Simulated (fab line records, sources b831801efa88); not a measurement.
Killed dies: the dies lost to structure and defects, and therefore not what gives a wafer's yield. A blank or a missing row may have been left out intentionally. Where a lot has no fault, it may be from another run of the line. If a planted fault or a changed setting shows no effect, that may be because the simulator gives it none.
What tool caused it?	flow sky130	Sampling: 10 lots, 30 wafers, 4 of 708 route steps

WHAT EACH GAUGE READ, for each wafer
SKY_POLY_GATE_THK_MEAS_01.
lot	measured	on	POLY_GATE_CVD_00_THK (nm)
L904	day 14 12:36	film metro-02	180.7 180.5 182.4
L907	day 15 07:49	film metro-01	180.9 181.1 179.1
L908	day 15 19:16	film metro-03	180.9 181.3 179.4
L910	day 16 19:36	film metro-03	177.0 179.2 178.6
L913	day 17 10:53	film metro-03	180.1 180.1 179.4
L915	day 18 06:59	film metro-02	179.9 179.4 182.2
L916	day 18 18:44	film metro-01	179.2 177.6 178.1
L920	day 20 03:23	film metro-02	161.9 161.8 160.7
L921	day 20 08:54	film metro-01	164.7 164.3 164.9
L926	day 22 19:19	film metro-02	183.6 183.0 184.0

SKY_VIA3_CD_MEAS_12 targets a cd of 200 nm.
lot	measured	on	cd nm (nm)
L904	day 40 01:02	cd sem-01	198.5 200.9 199.5
L907	day 40 22:29	cd sem-02	200.9 200.9 199.9
L908	day 41 10:17	cd sem-01	202.0 203.3 202.0
L910	day 42 06:17	cd sem-02	197.7 194.0 197.1
L913	day 42 17:26	cd sem-02	200.8 201.1 201.5
L915	day 43 08:04	cd sem-02	200.2 198.6 199.3
L916	day 43 15:20	cd sem-02	201.9 202.1 202.9
L920	day 44 18:08	cd sem-02	197.6 198.3 198.8
L921	day 44 19:11	cd sem-01	200.4 201.0 200.1
L926	day 46 12:47	cd sem-02	199.0 199.1 198.4

EACH LOT AND THE TOOL THAT RAN IT (in order: tool; ch and the chambers of the sampled wafers; start)
lot	SKY_POLY_GATE_CVD_00	SKY_POLY_GATE_ETCH_17
L904	lpcvd-01 ch 0, day 14 11:24	rie si-02 ch 0,1, day 16 21:20
L907	lpcvd-01 ch 0, day 15 06:37	rie si-02 ch 2,3, day 17 20:17
L908	lpcvd-01 ch 1, day 15 18:04	rie si-01 ch 1,2,3, day 18 08:05
L910	lpcvd-01 ch 0, day 16 18:24	rie si-02 ch 1,2,3, day 19 11:35
L913	lpcvd-01 ch 1, day 17 09:41	rie si-02 ch 1,2, day 20 02:35
L915	lpcvd-01 ch 0, day 18 05:47	rie si-02 ch 0,2,3, day 20 21:59
L916	lpcvd-01 ch 0, day 18 16:55	rie si-01 ch 1,2,3, day 21 11:15
L920	lpcvd-01 ch 0, day 20 01:35	rie si-01 ch 0,2,3, day 22 20:02
L921	lpcvd-01 ch 0, day 20 07:05	rie si-02 ch 0,2,3, day 23 00:35
L926	lpcvd-01 ch 1, day 22 18:05	rie si-01 ch 2,3, day 25 09:35
- SKY_POLY_GATE_CVD_00: deposits poly-Si, target thk 180 nm, time 720 s.
- SKY_POLY_GATE_ETCH_17: etches poly-Si in HBr/Cl2, stops on SiO2, target depth 180 nm, time 70.5 s.

WHAT THE TOOLS THEMSELVES READ (means of the sampled wafers that have a number; where no wafer has one, the mark that the record gives instead)
SKY_POLY_GATE_CVD_00.
lot	tool	pressure mtorr (mTorr)	spike tc centre C (C)	susceptor temp C (C)	zone power centre pct (%)
L904	lpcvd-01	200.3	619.3	619.68	10.9
L907	lpcvd-01	199.8	620.2	619.83	11.0
L908	lpcvd-01	199.5	621.8	620.38	9.5
L910	lpcvd-01	200.1	620.0	620.11	11.0
L913	lpcvd-01	199.5	621.7	619.76	9.5
L915	lpcvd-01	199.9	620.3	619.82	10.9
L916	lpcvd-01	200.1	621.0	620.01	11.1
L920	lpcvd-01	200.4	620.0	620.19	10.9
L921	lpcvd-01	199.7	620.1	619.71	11.0
L926	lpcvd-01	200.3	621.0	620.43	9.4

SKY_POLY_GATE_ETCH_17.
lot	tool	drypump motor current A (A)	oes product au (a.u.)	throttle valve pct (%)
L904	rie si-02	5.2	0.977	33.685
L907	rie si-02	6.0	0.971	33.681
L908	rie si-01	6.1	0.994	33.682
L910	rie si-02	5.6	0.974	33.684
L913	rie si-02	5.2	0.980	33.675
L915	rie si-02	5.8	0.989	33.676
L916	rie si-01	6.1	0.986	33.694
L920	rie si-01	6.0	0.920	33.683
L921	rie si-02	5.8	0.935	33.688
L926	rie si-01	6.3	1.000	33.681

THE ANSWER, worked out from the rows above alone
Rule: usual is defined by the lots themselves. Put in order of their means at a reading, lots are off if they are a third of the lots or fewer, leave a main group of 4 or more, and stand apart from it by a gap of 3 or more times the standard deviation of the main group's means; of several such gaps the widest counts. A main group whose means are all the same, to the digits that the tables above print for the reading, isn't used. Also off: a lot with no number at a reading for which 4 or more lots have one. The other lots that the step has rows for count as sound. After the gauges, taken in route order, come the tools' own readings; for these a lot's mean is taken, as printed above. The first step at which some lot is off is used, and at that step the reading that is off furthest; a lot without a number counts as furthest.
Off: L920, L921, at SKY_POLY_GATE_THK_MEAS_01 (POLY_GATE_CVD_00_THK). For the main group the mean is 180.3 nm and the standard deviation 1.6.
If a tool, at a process step before that reading, ran all the lots that are off and no sound lot after the first of them, it fits. Not tried: the gauges at SKY_POLY_GATE_THK_MEAS_01; whatever is off there is also off at SKY_POLY_GATE_ETCH_17, on other tools, and gauge error can't account for it. Not one of the candidates tried fits.

WHAT THE SIMULATOR PUT IN
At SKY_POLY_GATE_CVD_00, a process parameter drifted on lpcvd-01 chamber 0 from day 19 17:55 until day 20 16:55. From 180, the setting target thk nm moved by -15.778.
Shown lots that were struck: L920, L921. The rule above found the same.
